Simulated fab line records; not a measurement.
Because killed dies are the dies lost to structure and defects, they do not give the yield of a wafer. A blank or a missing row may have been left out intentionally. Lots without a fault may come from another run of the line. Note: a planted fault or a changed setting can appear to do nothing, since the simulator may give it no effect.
What tool caused it?	flow gf180mcu	36 wafers from 12 lots sampled at 4 of the route's 602 steps

== WHAT THE GAUGES SHOWED, per wafer ==
GF_V3_RS_MEAS_24: measures by four-point-probe. Usual: V3_W_RS 0.332 ohm/sq, standard deviation 0.0041.
lot	measured	on	V3_W_RS (ohm/sq)	flag
L813	day 22 22:02	film-metro-01	0.328 0.328 0.331	
L817	day 24 07:23	film-metro-04	0.334 0.328 0.331	
L818	day 24 13:31	film-metro-03	0.326 0.333 0.332	
L819	day 25 07:44	film-metro-03	0.328 0.331 0.339	
L820	day 25 12:04	film-metro-03	0.327 0.332 0.334	
L822	day 25 23:26	film-metro-03	0.336 0.332 0.331	
L825	day 26 23:52	film-metro-04	0.330 0.333 0.335	
L826	day 27 09:59	film-metro-03	0.332 0.335 0.333	
L829	day 28 16:36	film-metro-03	0.338 0.338 0.336	
L831	day 28 21:33	film-metro-03	0.326 0.332 0.329	
L833	day 29 17:52	film-metro-04	0.332 0.325 0.332	
L835	day 29 22:59	film-metro-03	0.326 0.334 0.337	

GF_V4_THK_MEAS_01. Usual: V4_CVD_00_THK 599 nm, standard deviation 7.3.
lot	measured	on	V4_CVD_00_THK (nm)	flag
L813	day 23 22:01	film-metro-01	596 601 603	
L817	day 25 07:35	film-metro-04	612 605 605	
L818	day 25 13:15	film-metro-04	594 603 595	
L819	day 26 06:54	film-metro-02	607 595 603	
L820	day 26 10:40	film-metro-02	605 591 611	
L822	day 26 22:37	film-metro-04	516 504 508	OFF
L825	day 27 22:25	film-metro-02	518 516 513	OFF
L826	day 28 07:38	film-metro-04	602 603 598	
L829	day 29 13:27	film-metro-02	594 605 588	
L831	day 29 18:53	film-metro-04	607 592 602	
L833	day 30 14:06	film-metro-04	592 596 585	
L835	day 30 19:07	film-metro-04	586 588 594	

== WHAT TOOL EACH LOT RAN ON (gives the tool, then ch and the chambers of the sampled wafers, and finally the start) ==
lot	GF_M4_STRIP_17	GF_V4_CVD_00
L813	plasma-asher-02 ch 0,1, day 23 21:24	hdpcvd-02 ch 0,2, day 23 21:56
L817	plasma-asher-02 ch 0,1, day 25 06:58	hdpcvd-02 ch 0,1,2, day 25 07:31
L818	plasma-asher-01 ch 0,1, day 25 12:38	hdpcvd-02 ch 0,1,2, day 25 13:11
L819	plasma-asher-03 ch 0,1, day 26 06:17	hdpcvd-01 ch 0,1, day 26 06:50
L820	plasma-asher-03 ch 0,1, day 26 10:04	hdpcvd-01 ch 0,1,2, day 26 10:35
L822	plasma-asher-03 ch 0,1, day 26 22:02	hdpcvd-01 ch 0,1,2, day 26 22:32
L825	plasma-asher-03 ch 0,1, day 27 21:44	hdpcvd-01 ch 1,2, day 27 22:16
L826	plasma-asher-01 ch 0,1, day 28 07:01	hdpcvd-02 ch 0,1,2, day 28 07:33
L829	plasma-asher-03 ch 0,1, day 29 12:49	hdpcvd-02 ch 0,1,2, day 29 13:22
L831	plasma-asher-02 ch 0,1, day 29 18:17	hdpcvd-02 ch 0,1, day 29 18:49
L833	plasma-asher-01 ch 0,1, day 30 13:26	hdpcvd-02 ch 0,1, day 30 14:01
L835	plasma-asher-01 ch 0,1, day 30 18:32	hdpcvd-02 ch 0,1,2, day 30 19:02
- GF_M4_STRIP_17: strips in O2/N2.
- GF_V4_CVD_00: deposits SiO2, target thk 600 nm, time 100 s.

== WHAT THE TOOLS THEMSELVES READ (means of the sampled wafers that have a number; where no wafer has one, the mark that the record gives instead) ==
GF_M4_STRIP_17. Usual: drypump-motor-current-A 5.56 A, standard deviation 0.23; heater-power-w 322 W, standard deviation 34; oes-product-au 0.538 a.u., standard deviation 0.0057; platen-temp-c 250.01 C, standard deviation 0.19; strip-time-to-endpoint-s 7.40 s, standard deviation 0.07.
lot	tool	drypump-motor-current-A (A)	heater-power-w (W)	oes-product-au (a.u.)	platen-temp-c (C)	strip-time-to-endpoint-s (s)	flag
L813	plasma-asher-02	5.75	323	0.542	250.00	7.37	
L817	plasma-asher-02	5.64	287	0.540	249.80	7.45	
L818	plasma-asher-01	5.68	346	0.534	249.96	7.32	
L819	plasma-asher-03	5.42	306	0.532	250.12	7.38	
L820	plasma-asher-03	5.25	313	0.538	250.13	7.40	
L822	plasma-asher-03	5.26	310	0.534	249.97	7.39	
L825	plasma-asher-03	5.27	314	0.539	250.02	7.47	
L826	plasma-asher-01	5.67	352	0.543	250.11	7.47	
L829	plasma-asher-03	5.27	312	0.538	250.29	7.45	
L831	plasma-asher-02	5.67	290	0.541	249.82	7.44	
L833	plasma-asher-01	5.66	347	0.534	250.11	7.27	
L835	plasma-asher-01	5.67	354	0.541	250.02	7.40	

GF_V4_CVD_00. Usual: sih4-flow-sccm reads 59.98 sccm (standard deviation 0.16).
lot	tool	sih4-flow-sccm (sccm)	flag
L813	hdpcvd-02	60.06	
L817	hdpcvd-02	59.83	
L818	hdpcvd-02	60.10	
L819	hdpcvd-01	60.05	
L820	hdpcvd-01	59.96	
L822	hdpcvd-01	50.89	OFF
L825	hdpcvd-01	51.05	OFF
L826	hdpcvd-02	60.00	
L829	hdpcvd-02	59.87	
L831	hdpcvd-02	60.07	
L833	hdpcvd-02	60.08	
L835	hdpcvd-02	59.87	

== THE ANSWER, worked out from the rows above alone ==
Rule: a lot counts as off when the mean over its wafers that have a number is more than 3 standard deviations away from the usual mean. A lot without any number at a reading at which 4 lots or more have one is off too. Where the step has rows for the other lots, those lots are counted as sound. First the gauges in route order, then the tools' own readings, where a lot's mean is used as printed above. The first step at which some lot is off is used, and at that step the reading that is off furthest; a lot without a number counts as furthest.
Off: L822, L825, seen at GF_V4_THK_MEAS_01 (V4_CVD_00_THK).
A tool fits if, at a process step before that reading, it ran every lot that is off, and no sound lot after the first of them. Not tried: the gauges at GF_V4_THK_MEAS_01; whatever is off there is also off at GF_V4_CVD_00, on other tools, and gauge error can't account for it. One fits: hdpcvd-01 at GF_V4_CVD_00. A fault onset in the window from L820 (day 26 10:35, its last sound lot) to L822 (day 26 22:32, its first lot off) fits.
The tool's own readings at GF_V4_CVD_00 bear it out: on the lots that are off they differ by more than 5 times the standard deviation of the sound lots' means. sih4-flow-sccm reads 50.97 sccm there against 59.99 sccm on the sound lots.

== WHAT WAS PUT IN BY THE SIMULATOR ==
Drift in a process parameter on hdpcvd-01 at GF_V4_CVD_00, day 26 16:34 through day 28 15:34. Setting sih4-flow-sccm, moved by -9, from 60. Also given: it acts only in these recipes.
Lots struck among those shown: L822, L825. The rule given above showed the same thing.
